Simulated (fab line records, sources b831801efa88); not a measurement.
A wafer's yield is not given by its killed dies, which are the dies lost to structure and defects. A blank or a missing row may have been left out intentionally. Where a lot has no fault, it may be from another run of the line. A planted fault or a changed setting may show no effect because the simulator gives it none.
Chamber matching -- flow sky130 -- SKY_FIELD_ISO_ETCH_17 on rieSi-02 has 4 sister chambers
The step etches Si in HBr/Cl2/O2, target depth 342 nm, time 97.7 s. 16 wafers are shown with their chamber, then 7 later ones without.

WAFERS PAIRED WITH THEIR CHAMBERS
wafer,chamber,drypumpMotorCurrentA (A),oesProductAu (a.u.),heBacksideLeakSccm (sccm)
L928.2,3,5.2,0.990,3.0
L928.5,2,5.3,0.998,2.8
L928.6,1,5.5,0.999,2.9
L930.3,0,5.7,1.014,2.6
L930.4,3,5.2,0.991,3.0
L930.6,1,5.5,1.017,3.0
L931.2,2,5.3,1.002,2.8
L931.3,1,5.4,1.015,2.9
L931.6,2,5.3,0.996,2.7
L932.2,0,5.7,1.008,2.9
L932.3,1,5.4,1.010,2.9
L932.5,3,5.3,0.991,3.1
L934.2,0,5.7,1.014,2.8
L934.4,3,5.2,1.001,3.0
L934.6,1,5.5,1.018,3.1
L936.1,2,5.3,1.002,2.7

SIGNATURES, as means of the wafers listed above
reading,chamber 0,chamber 1,chamber 2,chamber 3,scatter within a chamber
drypumpMotorCurrentA,5.700,5.460,5.300,5.225,0.0403
oesProductAu,1.01200,1.01180,0.99950,0.99325,0.00559
heBacksideLeakSccm,2.767,2.960,2.750,3.025,0.0895
Rule: for a wafer and a chamber, the distance is found by dividing, reading by reading, the gap between the wafer's reading and the chamber's mean by the reading's scatter, squaring, summing and taking the root. The wafer belongs to the nearest chamber; if the next one is less than 2 further off, it can't be placed. The scatter: take each reading less its chamber's mean, square it, sum over the shown wafers, divide by the number of wafers less the number of chambers, and take the root.

WAFERS MISSING THEIR CHAMBER
wafer,drypumpMotorCurrentA (A),oesProductAu (a.u.),heBacksideLeakSccm (sccm)
L936.3,5.2,0.988,3.0
L936.4,5.6,1.017,2.7
L937.1,5.3,1.001,2.6
L937.3,5.2,0.995,2.9
L937.5,5.3,0.999,2.6
L947.2,5.7,1.023,2.7
L947.5,5.3,1.001,2.5

WHICH CHAMBER EACH ONE RAN IN
wafer,from the rows above,in truth
L936.3,3,3
L936.4,can't be placed: 0 or 1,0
L937.1,2,2
L937.3,can't be placed: 3 or 2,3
L937.5,2,2
L947.2,0,0
L947.5,2,2
Placed correctly: 5 of 7. Unplaceable from these rows: 2, with the true chamber sitting among the candidates in 2. Wrongly placed: 0.
